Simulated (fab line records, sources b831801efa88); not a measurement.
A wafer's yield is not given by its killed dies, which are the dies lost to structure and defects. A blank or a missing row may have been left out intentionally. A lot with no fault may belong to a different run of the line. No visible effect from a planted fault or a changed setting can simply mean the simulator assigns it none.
What tool caused it? || flow gf180mcu || route of 602 steps, sampled at 1 step: 14 lots, 42 wafers

## WHAT THE GAUGES READ, wafer by wafer
GF_SAB_CD_MEAS_09: target cd 420 nm. Usual: cd-nm at 420.0 nm, with a standard deviation of 2.
{"lot": "L188", "measured": "day 15 07:16", "on": "cd-sem-02", "cd-nm (nm)": "418.9 419.6 418.8", "flag": ""}
{"lot": "L191", "measured": "day 16 07:07", "on": "cd-sem-02", "cd-nm (nm)": "417.6 419.6 417.5", "flag": ""}
{"lot": "L192", "measured": "day 16 13:20", "on": "cd-sem-01", "cd-nm (nm)": "418.7 417.8 419.6", "flag": ""}
{"lot": "L196", "measured": "day 18 07:23", "on": "cd-sem-01", "cd-nm (nm)": "422.6 425.2 422.9", "flag": ""}
{"lot": "L201", "measured": "day 20 01:50", "on": "cd-sem-01", "cd-nm (nm)": "420.6 418.0 419.7", "flag": ""}
{"lot": "L202", "measured": "day 20 12:01", "on": "cd-sem-02", "cd-nm (nm)": "418.4 420.9 417.4", "flag": ""}
{"lot": "L203", "measured": "day 20 17:53", "on": "cd-sem-02", "cd-nm (nm)": "421.0 420.3 419.0", "flag": ""}
{"lot": "L205", "measured": "day 21 10:55", "on": "cd-sem-02", "cd-nm (nm)": "421.9 424.6 421.0", "flag": ""}
{"lot": "L206", "measured": "day 21 13:02", "on": "cd-sem-02", "cd-nm (nm)": "417.2 418.6 418.5", "flag": ""}
{"lot": "L207", "measured": "day 22 00:52", "on": "cd-sem-01", "cd-nm (nm)": "418.2 418.6 417.7", "flag": ""}
{"lot": "L208", "measured": "day 22 15:53", "on": "cd-sem-01", "cd-nm (nm)": "418.8 418.4 418.7", "flag": ""}
{"lot": "L209", "measured": "day 22 16:10", "on": "cd-sem-02", "cd-nm (nm)": "418.8 421.3 420.4", "flag": ""}
{"lot": "L210", "measured": "day 23 02:28", "on": "cd-sem-02", "cd-nm (nm)": "418.6 419.2 419.8", "flag": ""}
{"lot": "L211", "measured": "day 23 10:08", "on": "cd-sem-01", "cd-nm (nm)": "422.6 419.8 421.8", "flag": ""}

## WHAT TOOL EACH LOT RAN ON (gives the tool, then ch and the chambers of the sampled wafers, and finally the start)
The record holds no process step before these readings.

## WHAT THE TOOLS THEMSELVES READ (means of the sampled wafers that have a number; where no wafer has one, the mark that the record gives instead)
The record holds no such reading with a usual standard deviation.

## THE ANSWER, worked out from the rows above alone
Rule: take the mean of a lot's wafers that have a number; if it is more than 3 standard deviations from the usual mean, the lot is off. Also off: a lot with no number at a reading for which 4 or more lots have one. Any other lot the step has rows for is counted as sound. Order of review: gauges by route order, followed by the tools' own readings, for which a lot's mean as printed above is used. At the first step where some lot is off, the reading lying furthest off is the one used; lots without a number count as furthest.
None of the lots is off at any reading shown; this tells nothing.

## WHAT WAS PUT IN BY THE SIMULATOR
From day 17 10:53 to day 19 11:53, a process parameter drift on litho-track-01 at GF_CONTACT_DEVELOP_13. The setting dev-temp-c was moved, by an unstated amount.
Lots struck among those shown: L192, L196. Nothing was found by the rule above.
